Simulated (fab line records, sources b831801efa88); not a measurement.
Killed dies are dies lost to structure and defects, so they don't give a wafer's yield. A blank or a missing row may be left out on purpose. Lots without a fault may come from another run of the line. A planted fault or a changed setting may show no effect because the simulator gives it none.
fab line records | flow sfq_line | part 2 of 2: steps 28 to 36 of 36
record lots=5 wafers=15 last_day=95
route steps=325 shown L0V@25 M0@28 I0@43 M1@58
lots that met no fault: from a run of the same line without faults
start_h: hours from the record's first day to the start of the lot's first wafer shown | wait_h: hours since the lot's step before | " the same as in the row above | L1.1+2: a row that stands for several wafers | - no value, or no start given | * or withheld: withheld | < > ~ a bound
route shown NAME@n: a module of which the file shows steps, and the number in the route of the first | usual: mean/standard deviation of fault-free wafers | same: alike in all rows | chamber/n: place in a boat | sites: the reading at each site | _std_site: their standard deviation | _edge_site: outer sites' mean less inner sites' | radius_mm: how far each site lies from the wafer's centre | mask NAME#n: copy n | behind: the tool/chamber that last shaped the wafer | hold: why the lot was held/for how many hours/how that ended | device: the transistor (n, p or np) that didn't switch | end of line: the same wafers' tests at the end of the route | a step without rows: its recipe alone | killed: dies lost to structure and defects at the first sort, not the wafer's yield | map: a wafer's dies, x killed, . not, _ none there
set.NAME: the setting as run; set.NAME@STEP: as run at that earlier step | model.NAME: the simulator's own value behind a step, which no gauge read
lots at some steps of the route; a table a step, a row a wafer
services: from which hour (start_h, from the record's first day; less than 0 if before it) a tool's chamber was out of use, for how many hours, and why
## steps
# step SFQ_I0_OVL_MEAS_908
# usual I0_OVL=1/6
# columns lot.wafer tool chamber start_h wait_h I0_OVL[nm]
L074.1 overlay-01 - 375.72 0.1 6
L074.5 " - " " 0
L074.6 " - " " 5
L088.3 overlay-02 - 442.67 0.1 2
L088.4 " - " " 1
L088.5 " - " " 4
L091.1 overlay-01 - 453.09 0.1 -9
L091.5 " - " " -10
L091.6 " - " " -5
L095.1 overlay-02 - 658.06 0.1 6
L095.5 " - " " 7
L095.6 " - " " 6
L096.1 overlay-02 - 660.46 0.1 3
L096.2 " - " " 0
L096.5 " - " " 2
# step SFQ_TRILAYER_I0_VIA_BARC_OPEN_VIA_ETCH_046
# recipe mask_material=PR chemistry=O2 target_depth_nm=125 target=BARC source_w=500 bias_w=80 pressure_mtorr=30 time_s=41.7
# usual drypump_motor_current_A=5.66/0.28 oes_product_au=0.685/0.0047 rf_fwd_power_W=494.6/2
# columns lot.wafer tool chamber start_h wait_h drypump_motor_current_A oes_product_au rf_fwd_power_W rf_hours_counter_h
L074.1 rie_diel-03 1 375.76 0.0 5.72 0.691 493.8 67
L074.5 " 0 " " 5.67 0.691 493.3 -
L074.6 " 1 " " 5.71 0.682 492.7 -
L088.3 rie_diel-01 0 442.70 0.0 5.40 0.686 492.1 38
L088.4 " 1 " " 5.28 0.677 496.7 35
L088.5 " 2 " " 6.00 0.689 495.1 -
L091.1 rie_diel-01 0 453.13 0.0 5.39 0.680 492.9 38
L091.5 " 2 " " 6.07 0.681 495.7 -
L091.6 " 3 " " 5.68 0.682 496.8 -
L095.1 rie_diel-03 0 658.09 0.0 5.67 0.682 495.0 52
L095.5 " 0 " " 5.66 0.688 493.3 -
L095.6 " 2 " " 5.53 0.678 491.9 -
L096.1 rie_diel-03 2 660.49 0.0 5.53 0.686 492.2 6
L096.2 " 3 " " 5.95 0.687 497.1 11
L096.5 " 2 " " 5.54 0.690 493.6 -
# step SFQ_TRILAYER_I0_VIA_ETCH_VIA_ETCH_034
# recipe target=SiO2 stop_on=Nb mask_material=PR taper_deg=20 chemistry=CHF3 target_depth_nm=260 source_w=500 bias_w=80 pressure_mtorr=30 time_s=withheld
# usual drypump_motor_current_A=5.66/0.28 oes_product_au=0.855/0.0051 rf_fwd_power_W=498.0/1.7
# columns lot.wafer tool chamber start_h wait_h drypump_motor_current_A oes_product_au rf_fwd_power_W
L074.1 rie_diel-03 1 375.80 0.0 5.73 0.861 497.5
L074.5 " 0 " " 5.65 0.853 495.3
L074.6 " 1 " " 5.73 0.858 496.9
L088.3 rie_diel-01 0 442.74 0.0 5.39 0.866 497.2
L088.4 " 1 " " 5.27 0.858 499.0
L088.5 " 2 " " 6.05 0.851 499.9
L091.1 rie_diel-01 0 453.17 0.0 5.40 0.853 498.4
L091.5 " 2 " " 6.03 0.856 495.1
L091.6 " 3 " " 5.65 0.854 497.7
L095.1 rie_diel-03 0 658.13 0.0 5.65 0.852 498.8
L095.5 " 0 " " 5.65 0.857 498.5
L095.6 " 2 " " 5.54 0.856 496.9
L096.1 rie_diel-03 2 660.53 0.0 5.54 0.856 496.9
L096.2 " 3 " " 5.92 0.866 500.2
L096.5 " 2 " " 5.54 0.859 499.0
# step SFQ_TRILAYER_I0_VIA_STRIP_STRIP_035
# recipe gas=O2 power_w=200 platen_temp_c=40 overash_fraction=0.65 chemistry=O2 pressure_mtorr=50
# usual drypump_motor_current_A=5.6/0.33 oes_product_au=1.004/0.0069
# columns lot.wafer tool chamber start_h wait_h drypump_motor_current_A oes_product_au rf_hours_counter_h
L074.1 rie_metal-01 1 375.91 - 5.4 1.003 60
L074.5 " 1 " " 5.4 1.006 -
L074.6 " 0 " " 5.9 1.003 -
L088.3 rie_metal-02 1 443.05 - 6.2 1.003 -
L088.4 " 0 " " 5.4 0.990 -
L088.5 " 0 " " 5.4 0.996 -
L091.1 rie_metal-01 1 453.28 - 5.5 1.001 72
L091.5 " 1 " " 5.5 0.998 -
L091.6 " 0 " " 5.8 0.995 -
L095.1 rie_metal-03 1 658.25 - 5.3 1.001 43
L095.5 " 0 " " 5.4 1.019 -
L095.6 " 1 " " 5.3 1.000 -
L096.1 rie_metal-03 0 660.65 - 5.4 1.016 48
L096.2 " 1 " " 5.3 1.011 44
L096.5 " 1 " " 5.3 1.005 -
# step SFQ_TRILAYER_I0_VIA_STRIP_SOLV_CLEAN_036
# recipe chemistry=NMP temp_c=70 time_s=600
# columns lot.wafer tool chamber start_h wait_h
L074.1+5+6 wet_bench-04 4,2,6 376.51 0.4
L088.3+4+5 wet_bench-03 3,6,0 443.45 0.2
L091.1+5+6 wet_bench-01 0,2,3 453.88 0.4
L095.1+5+6 wet_bench-04 0,7,5 658.85 0.4
L096.1+2+5 wet_bench-04 3,5,4 661.25 0.4
# step SFQ_TRILAYER_M1_DEP_PRE_CLEAN_038
# recipe gas=Ar time_s=22.5 bias_v=250
# usual bias_v=250.2/2.5
# columns lot.wafer tool chamber start_h wait_h bias_v
L074.1 pvd_sputter-06 - 376.68 0.0 249.0
L074.5 " - " " 247.6
L074.6 " - " " 248.8
L088.3 pvd_sputter-05 - 443.62 0.0 248.5
L088.4 " - " " 252.6
L088.5 " - " " 250.8
L091.1 pvd_sputter-05 - 454.06 0.0 252.4
L091.5 " - " " 251.3
L091.6 " - " " 251.4
L095.1 pvd_sputter-05 - 659.04 0.0 251.6
L095.5 " - " " 252.3
L095.6 " - " " 254.8
L096.1 pvd_sputter-05 - 661.44 0.0 248.7
L096.2 " - " " 249.6
L096.5 " - " " 247.6
# step SFQ_TRILAYER_M1_DEP_SPUTTER_037
# recipe material=Nb base_pressure_pa=1.33e-06 chamber_pressure_pa=0.1333 substrate_temp_c=20 resputter_cathode_voltage_v=400 target_thk_nm=200 power_w=2000 time_s=133.3
# usual base_pressure_pa=1.34e-06/9.6e-08 throttle_valve_pct=30.1/1.5
# columns lot.wafer tool chamber start_h wait_h base_pressure_pa throttle_valve_pct
L074.1 pvd_sputter-06 - 376.71 0.0 1.55e-06 30.6
L074.5 " - " " 1.43e-06 30.8
L074.6 " - " " 1.51e-06 27.1
L088.3 pvd_sputter-05 - 443.65 0.0 1.36e-06 26.6
L088.4 " - " " 1.25e-06 31.3
L088.5 " - " " 1.43e-06 26.5
L091.1 pvd_sputter-05 - 454.09 0.0 1.25e-06 30.1
L091.5 " - " " 1.42e-06 26.9
L091.6 " - " " 1.38e-06 30.2
L095.1 pvd_sputter-05 - 659.07 0.0 1.17e-06 30.0
L095.5 " - " " 1.33e-06 26.6
L095.6 " - " " 1.43e-06 31.1
L096.1 pvd_sputter-05 - 661.47 0.0 1.31e-06 26.6
L096.2 " - " " 1.36e-06 29.9
L096.5 " - " " 1.36e-06 27.0
# step SFQ_M1_RS_MEAS_909
# recipe thk_meas_gauge=four-point-probe reads=Nb_of_TRILAYER_M1_DEP_SPUTTER_037
# usual M1_NB_RS=0.887/0.0095
# columns lot.wafer tool chamber start_h wait_h M1_NB_RS[ohm/sq]
L074.1 film_metro-03 - 376.80 0.0 0.887
L074.5 " - " " 0.892
L074.6 " - " " 0.900
L088.3 film_metro-01 - 443.78 0.1 0.891
L088.4 " - " " 0.885
L088.5 " - " " 0.889
L091.1 film_metro-03 - 454.18 0.0 0.870
L091.5 " - " " 0.878
L091.6 " - " " 0.860
L095.1 film_metro-03 - 659.16 0.0 0.879
L095.5 " - " " 0.893
L095.6 " - " " 0.872
L096.1 film_metro-03 - 661.56 0.0 0.896
L096.2 " - " " 0.886
L096.5 " - " " 0.897
# step SFQ_TRILAYER_M1_LITHO_COAT_044
# recipe resist=BARC spin_rpm=3000 resist_thk_nm=62
# usual dispense_pressure_kPa=52/3.6
# columns lot.wafer tool chamber start_h wait_h dispense_pressure_kPa
L074.1 litho_track-04 0 376.98 0.1 50
L074.5 " 0 " " 50
L074.6 " 0 " " 50
L088.3 litho_track-04 0 444.02 0.1 50
L088.4 " 0 " " 50
L088.5 " 0 " " 50
L091.1 litho_track-01 0 454.36 0.1 50
L091.5 " 0 " " 50
L091.6 " 0 " " 50
L095.1 litho_track-03 0 659.34 0.1 59
L095.5 " 0 " " 59
L095.6 " 0 " " 59
L096.1 litho_track-04 0 661.74 0.1 50
L096.2 " 0 " " 50
L096.5 " 0 " " 50
## services
# columns tool chamber start_h hours kind
krf_scanner-02 - 132.28 1.3 pm
rie_diel-03 - 132.64 2.8 pm
rie_metal-03 0 134.09 3.7 repair
rie_diel-03 - 136.20 0.3 repair
krf_scanner-02 - 171.93 0.8 pm
pvd_sputter-06 - 206.32 26.1 repair
rie_diel-03 - 274.99 4.3 pm
rie_diel-03 - 305.07 1.4 repair
rie_diel-03 3 308.59 2.1 repair
rie_metal-03 0 341.89 26.5 repair
rie_diel-03 3 342.80 15.8 repair
rie_diel-03 3 418.70 7.5 repair
rie_diel-03 0 446.79 11.8 repair
rie_diel-03 - 478.38 0.5 repair
rie_metal-03 - 480.36 1.3 repair
rie_metal-03 - 481.62 2.8 pm
rie_metal-03 - 485.71 0.3 repair
pvd_sputter-05 - 530.03 4.3 repair
pvd_sputter-05 - 535.52 2.3 repair
rie_metal-03 - 535.82 0.3 repair
rie_metal-03 1 555.94 14.2 repair
pvd_sputter-05 - 569.77 58.8 repair
rie_metal-03 0 618.72 2.1 repair
rie_metal-03 - 647.86 1.4 pm
